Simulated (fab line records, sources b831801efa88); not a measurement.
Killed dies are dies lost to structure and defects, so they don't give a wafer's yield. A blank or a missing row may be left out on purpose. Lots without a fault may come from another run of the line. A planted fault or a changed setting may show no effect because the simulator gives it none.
Which tool did it? | flow sky130 | 12 lots, 36 wafers sampled, at 3 steps of a route of 708

WHAT THE GAUGES READ, wafer by wafer
SKY_CAP2M_THK_MEAS_01.
lot  | measured     | on            | CAP2M_CVD_00_THK (nm)
L076 | day 39 13:44 | film_metro-02 | 15.72 15.55 15.38
L077 | day 40 10:20 | film_metro-04 | 15.37 15.51 15.76
L079 | day 41 04:58 | film_metro-01 | 15.35 15.39 15.57
L081 | day 41 18:14 | film_metro-02 | 15.56 15.67 15.68
L083 | day 42 06:16 | film_metro-02 | 15.40 15.45 15.80
L085 | day 42 17:20 | film_metro-01 | 15.31 15.39 15.68
L087 | day 43 07:53 | film_metro-04 | 15.47 15.25 15.60
L089 | day 43 21:58 | film_metro-01 | 15.31 15.45 15.65
L091 | day 45 01:45 | film_metro-01 | 15.33 15.35 15.73
L093 | day 45 10:56 | film_metro-04 | 15.58 15.42 15.61
L094 | day 45 23:52 | film_metro-04 | 15.63 15.39 16.27
L097 | day 47 07:09 | film_metro-01 | 15.46 15.33 15.61

WHICH TOOL RAN EACH LOT (tool, then ch and the chambers of the sampled wafers, then the start)
lot  | SKY_METAL3_ETCH_16                | SKY_VIA3_ETCH_14
L076 | rie_metal-02 ch 0,1, day 38 09:37 | rie_diel-04 ch 0,3, day 39 12:07
L077 | rie_metal-03 ch 0,1, day 39 06:46 | rie_diel-03 ch 0,2, day 40 08:48
L079 | rie_metal-03 ch 0,1, day 40 01:00 | rie_diel-04 ch 0,1,3, day 41 03:25
L081 | rie_metal-01 ch 0, day 40 14:12   | rie_diel-04 ch 1,3, day 41 16:42
L083 | rie_metal-03 ch 0,1, day 41 02:43 | rie_diel-01 ch 0,1, day 42 04:43
L085 | rie_metal-03 ch 0,1, day 41 14:41 | rie_diel-04 ch 1,3, day 42 15:48
L087 | rie_metal-01 ch 0,1, day 42 05:44 | rie_diel-04 ch 0,2,3, day 43 06:19
L089 | rie_metal-03 ch 0,1, day 42 20:26 | rie_diel-03 ch 0,1,2, day 43 20:25
L091 | rie_metal-01 ch 0,1, day 43 23:32 | rie_diel-01 ch 1,2,3, day 44 23:46
L093 | rie_metal-03 ch 0,1, day 44 10:35 | rie_diel-01 ch 0,1, day 45 09:23
L094 | rie_metal-02 ch 0,1, day 44 23:28 | rie_diel-01 ch 0,1,2, day 45 22:12
L097 | rie_metal-02 ch 0,1, day 46 06:53 | rie_diel-01 ch 0,3, day 47 04:56
- SKY_METAL3_ETCH_16: etches BARC in N2/H2, stops on SiO2, time 88.2 s, target depth 60 nm.
- SKY_VIA3_ETCH_14: etches BARC in N2/H2, stops on SiO2, time 45.9 s, target depth 60 nm.

THE ANSWER, worked out from the rows above alone
Rule: what is usual is taken from the lots themselves. Put in order of their means at a reading, lots are off if they are a third of the lots or fewer, leave a main group of 4 or more, and stand apart from it by a gap of 3 or more times the standard deviation of the main group's means; of several such gaps the widest counts. A main group whose means are all the same, to the digits that the tables above print for the reading, isn't used. A lot without any number at a reading at which 4 lots or more have one is off too. The other lots that the step has rows for count as sound.
No lot is off at any reading shown: from this, nothing can be told.

WHAT THE SIMULATOR HAD PUT IN
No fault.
